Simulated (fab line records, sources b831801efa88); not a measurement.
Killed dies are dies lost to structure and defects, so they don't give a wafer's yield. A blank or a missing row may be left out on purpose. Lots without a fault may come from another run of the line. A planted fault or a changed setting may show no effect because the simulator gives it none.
fab line records | flow sky130
record lots=5 wafers=15 last_day=49
route steps=708 shown DNWELL@37 PWDE@45 PAD_OPEN@708
lots that met no fault: from a run of the same line without faults
start_h: hours from the record's first day to the start of the lot's first wafer shown | wait_h: hours since the lot's step before | " the same as in the row above | L1.1+2: a row that stands for several wafers | - no value, or no start given | * or withheld: withheld | < > ~ a bound
route shown NAME@n: a module of which the file shows steps, and the number in the route of the first | usual: mean/standard deviation of fault-free wafers | same: alike in all rows | chamber/n: place in a boat | sites: the reading at each site | _std_site: their standard deviation | _edge_site: outer sites' mean less inner sites' | radius_mm: how far each site lies from the wafer's centre | mask NAME#n: copy n | behind: the tool/chamber that last shaped the wafer | hold: why the lot was held/for how many hours/how that ended | device: the transistor (n, p or np) that didn't switch | end of line: the same wafers' tests at the end of the route | a step without rows: its recipe alone | killed: dies lost to structure and defects at the first sort, not the wafer's yield | map: a wafer's dies, x killed, . not, _ none there
set.NAME: the setting as run; set.NAME@STEP: as run at that earlier step | model.NAME: the simulator's own value behind a step, which no gauge read
lots at some steps of the route; a table a step, a row a wafer
services: from which hour (start_h, from the record's first day; less than 0 if before it) a tool's chamber was out of use, for how many hours, and why
## steps
# step SKY_DNWELL_COAT_02
# recipe spin_rpm=2000 resist_thk_nm=3000
# step SKY_DNWELL_SOFTBAKE_03
# recipe temp_c=110 time_s=withheld
# step SKY_DNWELL_EXPOSE_04
# recipe mask_id=DNM na=0.57 target_cd_nm=3000 dose_mj=222
# step SKY_DNWELL_PEB_05
# recipe temp_c=115 time_s=withheld
# step SKY_DNWELL_DEVELOP_06
# recipe wall_angle_deg=90 developer=TMAH develop_time_s=60 dev_temp_c=23
# step SKY_DNWELL_IMPLANT_07
# recipe species=P energy_kev=withheld dose_cm2=withheld tilt_deg=withheld
# step SKY_DNWELL_STRIP_08
# recipe chemistry=O2/N2 power_w=1400 pressure_mtorr=1500 platen_temp_c=withheld o2_flow_sccm=3000 n2_flow_sccm=300 overash_fraction=0.5
# usual drypump_motor_current_A=5.7/0.47 oes_product_au=0.722/0.0044 strip_time_to_endpoint_s=36.94/0.11
# columns lot.wafer tool chamber start_h wait_h drypump_motor_current_A oes_product_au rf_hours_counter_h strip_time_to_endpoint_s
L360.1 plasma_asher-04 1 96.85 0.1 5.4 0.716 27 36.82
L360.2 " 0 " " 6.3 0.722 27 36.96
L360.6 " 1 " " 5.4 0.721 - 36.93
L361.2 plasma_asher-01 0 101.85 0.1 5.0 0.723 41 37.16
L361.3 " 0 " " 5.0 0.722 - 37.12
L361.5 " 0 " " 5.0 0.718 - 37.15
L363.1 plasma_asher-02 1 111.46 0.1 5.8 0.720 44 36.82
L363.2 " 0 " " 6.2 0.724 44 36.91
L363.5 " 0 " " 6.2 0.723 - 36.86
L372.4 plasma_asher-01 0 158.28 0.1 5.0 0.719 - 36.79
L372.5 " 1 " " 5.5 0.716 - 36.74
L372.6 " 0 " " 5.0 0.713 - 36.71
L373.2 plasma_asher-02 1 164.45 0.1 5.8 0.725 50 36.93
L373.3 " 1 " " 5.8 0.716 - 37.02
L373.6 " 1 " " 5.8 0.728 - 36.94
# step SKY_DNWELL_TW_MEAS_09
# usual DNWELL_TW=1118/18
# columns lot.wafer tool chamber start_h wait_h DNWELL_TW
L360.1 film_metro-01 - 96.95 0.1 1113
L360.2 " - " " 1104
L360.6 " - " " 1115
L361.2 film_metro-02 - 101.96 0.1 1155
L361.3 " - " " 1159
L361.5 " - " " 1154
L363.1 film_metro-01 - 111.56 0.1 1109
L363.2 " - " " 1109
L363.5 " - " " 1108
L372.4 film_metro-01 - 158.38 0.1 1105
L372.5 " - " " 1111
L372.6 " - " " 1110
L373.2 film_metro-03 - 164.56 0.1 1104
L373.3 " - " " 1110
L373.6 " - " " 1104
# step SKY_PWDE_DEHYDRATE_00
# recipe temp_c=200 time_s=60
# step SKY_PWDE_HMDS_01
# recipe prime_time_s=60 prime_temp_c=120
# step SKY_PWDE_COAT_02
# recipe spin_rpm=2000 resist_thk_nm=3000
# step SKY_PWDE_SOFTBAKE_03
# recipe temp_c=110 time_s=withheld
# step SKY_PWDE_EXPOSE_04
# recipe mask_id=PWDEM na=0.6 source_shape=conventional sigma_outer=0.6 polarization=unpolarized target_cd_nm=840 dose_mj=214
# usual stage_vel_mm_s=499.98/0.24
# columns lot.wafer tool chamber start_h wait_h mask stage_vel_mm_s
L360.1 iline_stepper-02 0 105.31 - PWDEM#0 500.18
L360.2 " 0 " " PWDEM#0 500.00
L360.6 " 0 " " PWDEM#0 500.10
L361.2 iline_stepper-01 0 111.25 - PWDEM#0 500.23
L361.3 " 0 " " PWDEM#0 499.71
L361.5 " 0 " " PWDEM#0 499.87
L363.1 iline_stepper-02 0 120.78 - PWDEM_R1#0 500.14
L363.2 " 0 " " PWDEM_R1#0 500.05
L363.5 " 0 " " PWDEM_R1#0 499.66
L372.4 iline_stepper-02 0 167.96 - PWDEM#0 499.89
L372.5 " 0 " " PWDEM#0 499.82
L372.6 " 0 " " PWDEM#0 500.37
L373.2 iline_stepper-02 0 175.02 - PWDEM#0 500.07
L373.3 " 0 " " PWDEM#0 500.10
L373.6 " 0 " " PWDEM#0 500.01
# step SKY_PWDE_PEB_05
# recipe temp_c=115 time_s=withheld
# step SKY_PAD_OPEN_PROBE_99
# usual killed_at_M0_to_M3=43/6.9 killed_at_M4_up=3.2/2 killed_at_contacts=25/5.1 killed_at_front_end=15/4.5 killed_dies=85/9.5 killed_open=48/6.9 killed_short=38/6.7
# same gross_dies=492 killed_at_back_side=0 killed_at_other=0
# columns lot.wafer tool chamber start_h wait_h killed_at_M0_to_M3 killed_at_M4_up killed_at_contacts killed_at_front_end killed_dies killed_open killed_short model.etest.res_p_drift_20v.line_ohm_um model.etest.res_p_drift_20v.width_nm
L360.1 prober-02 - 1124.05 0.1 48 0 26 10 84 54 30 1.077e+04 829
L360.2 prober-02 - 1124.10 0.1 48 5 20 18 91 53 38 1.07e+04 831.8
L360.6 prober-02 - 1124.30 0.2 44 5 17 9 75 49 26 1.083e+04 834
L361.2 prober-01 - 1129.71 0.1 38 4 29 18 89 47 42 1.292e+04 835.1
L361.3 prober-01 - 1129.76 0.2 39 3 31 13 86 45 41 1.236e+04 843.1
L361.5 prober-01 - 1129.86 0.2 32 2 28 20 82 43 39 1.232e+04 841.2
L363.1 prober-01 - 1139.34 0.1 50 3 29 93 175 62 40 1.049e+04 966.4
L363.2 prober-01 - 1139.39 0.1 45 9 18 106 178 48 46 1.067e+04 968.7
L363.5 prober-01 - 1139.54 0.2 60 4 33 106 203 71 48 1.041e+04 966.7
L372.4 prober-02 - 1183.52 0.2 39 2 30 15 86 59 27 1.126e+04 826.6
L372.5 prober-02 - 1183.57 0.2 56 3 17 13 89 47 42 1.081e+04 828.5
L372.6 prober-02 - 1183.62 0.2 50 6 26 10 92 41 51 1.113e+04 828.7
L373.2 prober-01 - 1187.33 0.1 45 2 29 17 93 54 39 1.171e+04 824.6
L373.3 prober-01 - 1187.38 0.2 35 3 26 20 84 51 33 1.16e+04 824.7
L373.6 prober-01 - 1187.53 0.2 48 3 28 8 87 46 41 1.161e+04 826.9
# killed by level:class
L360.1 CONTACT:geometric_particle:open=11 VIA3:geometric_particle:open=11 VIA1:geometric_particle:open=10 LI_CONTACT:geometric_particle:open=7 VIA2:geometric_particle:open=6 METAL1:geometric_particle:short=5 FIELD_ISO:geometric_particle:short=4 METAL2:geometric_particle:short=3
L360.2 VIA3:geometric_particle:open=11 VIA1:geometric_particle:open=10 LI_CONTACT:geometric_particle:open=7 POLY_GATE:geometric_particle:short=6 VIA1:geometric_particle:short=6 METAL2:geometric_particle:short=5 CONTACT:geometric_particle:open=5 METAL1:geometric_particle:short=5
L360.6 VIA1:geometric_particle:open=14 LI_CONTACT:geometric_particle:open=6 METAL2:geometric_particle:short=6 SPACER:geometric_particle:open=5 CONTACT:geometric_particle:open=5 METAL2:geometric_particle:open=5 VIA2:geometric_particle:open=5 VIA3:geometric_particle:open=4
L361.2 CONTACT:geometric_particle:open=10 METAL1:geometric_particle:short=9 VIA1:geometric_particle:open=9 LI_CONTACT:geometric_particle:open=8 POLY_GATE:geometric_particle:short=5 CONTACT:geometric_particle:short=5 FIELD_ISO:geometric_particle:open=4 POLY_GATE:geometric_particle:open=4
L361.3 CONTACT:geometric_particle:short=10 CONTACT:geometric_particle:open=9 VIA3:geometric_particle:open=9 VIA2:geometric_particle:open=8 VIA1:geometric_particle:open=7 LI_CONTACT:geometric_particle:open=5 METAL1:geometric_particle:short=5 LOCAL_INTERCONNECT:geometric_particle:short=4
L361.5 CONTACT:geometric_particle:open=9 LI_CONTACT:geometric_particle:open=8 VIA1:geometric_particle:open=7 FIELD_ISO:geometric_particle:short=4 FIELD_ISO:geometric_particle:open=4 LOCAL_INTERCONNECT:geometric_particle:short=4 METAL2:geometric_particle:short=4 VIA3:geometric_particle:short=4
L363.1 PWDE:area_expose=73 VIA1:geometric_particle:open=15 LI_CONTACT:geometric_particle:open=10 CONTACT:geometric_particle:open=8 METAL2:geometric_particle:short=8 VIA2:geometric_particle:open=8 FIELD_ISO:geometric_particle:open=6 POLY_GATE:geometric_particle:short=6
L363.2 PWDE:area_expose=84 VIA2:geometric_particle:open=8 METAL2:geometric_particle:short=8 VIA1:geometric_particle:open=8 FIELD_ISO:geometric_particle:short=7 POLY_GATE:geometric_particle:open=7 METAL4:geometric_particle:short=7 VIA3:geometric_particle:open=6
L363.5 PWDE:area_expose=84 CONTACT:geometric_particle:open=15 VIA1:geometric_particle:open=13 VIA2:geometric_particle:open=11 LI_CONTACT:geometric_particle:open=7 VIA1:geometric_particle:short=7 VIA3:geometric_particle:short=7 FIELD_ISO:geometric_particle:open=6
L372.4 CONTACT:geometric_particle:open=16 VIA1:geometric_particle:open=12 LI_CONTACT:geometric_particle:open=6 VIA2:geometric_particle:open=6 FIELD_ISO:geometric_particle:open=5 VIA3:geometric_particle:open=5 LOCAL_INTERCONNECT:geometric_particle:short=4 CONTACT:geometric_particle:short=4
L372.5 VIA1:geometric_particle:open=17 METAL2:geometric_particle:short=8 VIA3:geometric_particle:open=8 LI_CONTACT:geometric_particle:open=5 VIA3:geometric_particle:short=5 CONTACT:geometric_particle:open=5 METAL1:geometric_particle:short=5 VIA1:geometric_particle:short=5
L372.6 VIA3:geometric_particle:open=8 CONTACT:geometric_particle:open=7 VIA1:geometric_particle:short=7 CONTACT:geometric_particle:short=7 VIA2:geometric_particle:open=7 LI_CONTACT:geometric_particle:open=6 METAL2:geometric_particle:short=6 VIA3:geometric_particle:short=6
L373.2 LI_CONTACT:geometric_particle:open=10 VIA1:geometric_particle:open=9 VIA2:geometric_particle:open=8 METAL2:geometric_particle:short=7 VIA3:geometric_particle:open=7 CONTACT:geometric_particle:short=6 CONTACT:geometric_particle:open=6 POLY_GATE:geometric_particle:open=5
L373.3 CONTACT:geometric_particle:open=11 LI_CONTACT:geometric_particle:open=7 FIELD_ISO:geometric_particle:open=5 POLY_GATE:geometric_particle:short=5 METAL2:geometric_particle:open=5 VIA1:geometric_particle:open=5 VIA2:geometric_particle:short=5 VIA2:geometric_particle:open=5
L373.6 VIA3:geometric_particle:open=10 CONTACT:geometric_particle:open=9 VIA2:geometric_particle:open=9 METAL3:geometric_particle:short=7 CONTACT:geometric_particle:short=7 LI_CONTACT:geometric_particle:open=5 METAL1:geometric_particle:short=5 VIA1:geometric_particle:open=5
# map L363.5 (x killed, . not)
__________x..xx....._________
________......xxx.xx.._______
______x...x...x....xx..._____
_____.........x.........x____
____.....x.xxx..x..xx.....___
___..x......xxxxxx.x......x__
__..x....xxx.x..x.xxx.x....._
_...x.xx.xxxxxxxxx...x.......
_.x....xx.x.xx.xx.xxxxxx.x.x.
_.......x.x.x.x..xxx..xx.....
_.x..x...xxxxxxxxxxx..x..x...
_.....x.xxxxx.xxx.xxx.x.xx..x
_..x....xx..x.xxxxx.x....xx.x
_x....x...xxxxxxx.....x.....x
_.....x.x.xxxxxxxxx...x.x.xx.
__xx....xxx..xxxx..xx.x.xxx._
___xx...x.xxx..x.x.........__
____.x...xx.x...xx.xxx....___
_____....x..xx..x..x...xx____
______....x.xx..x..x..x._____
________xxxx.......xx._______
__________x.x...x..._________
# map L360.2 (x killed, . not)
__________........x._________
________.....x..x.x.x._______
______..x.....xx..x.x..x_____
_____.x......x..x........____
____x..x....x..x.....xx...___
___x............xx......x..__
__....x..x...xx............x_
_............x.x......xxxx...
_....x...........x...........
_......x....x.x.....x........
_x....x.x...x...........x..x.
_....x...............x.......
_.x...x...x.x......x.x......x
_..x.x.xxx.....xx......x.....
_..x.....x..x..........x.....
__.xx.......x.x.....x......._
___...xx.............x..x.x__
____..x.x...x........x.x..___
_____....................____
______.xx.......x..x...._____
________...x....x..x.._______
__________.......x.._________
## services
# columns tool chamber start_h hours kind
iline_stepper-02 - 106.78 4.3 pm
iline_stepper-02 - 111.74 7.9 repair
## key
first_sign step=SKY_PWDE_EXPOSE_04 reading=mask direction=changed
effect step=SKY_PAD_OPEN_PROBE_99 reading=killed_at_front_end direction=up sigmas=19 usual=15 struck=102
model_effect step=SKY_PAD_OPEN_PROBE_99 value=etest.res_p_drift_20v.line_ohm_um without=1.21e+04 struck=1.052e+04
more_kills_born_at SKY_PWDE_EXPOSE_04@iline_stepper-02=241
met_at SKY_PWDE_EXPOSE_04
struck_wafers L363.1,L363.2,L363.5
tester_left_out L363
onset_between 105.31 120.78
fault kind=wrong_mask tool=any chamber=- onset_h=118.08 steps=SKY_PWDE_EXPOSE_04 aux_copy=PWDEM_R1#0 cd_offset_nm=126 scope=struck_lots_only
# tester_left_out: of these lots the tester's yield and bins aren't shown, on N5 and GAA mostly nor the transistor test; their killed dies are dies lost to structure and defects alone, not to doping, threshold or leakage, so they don't give the yield
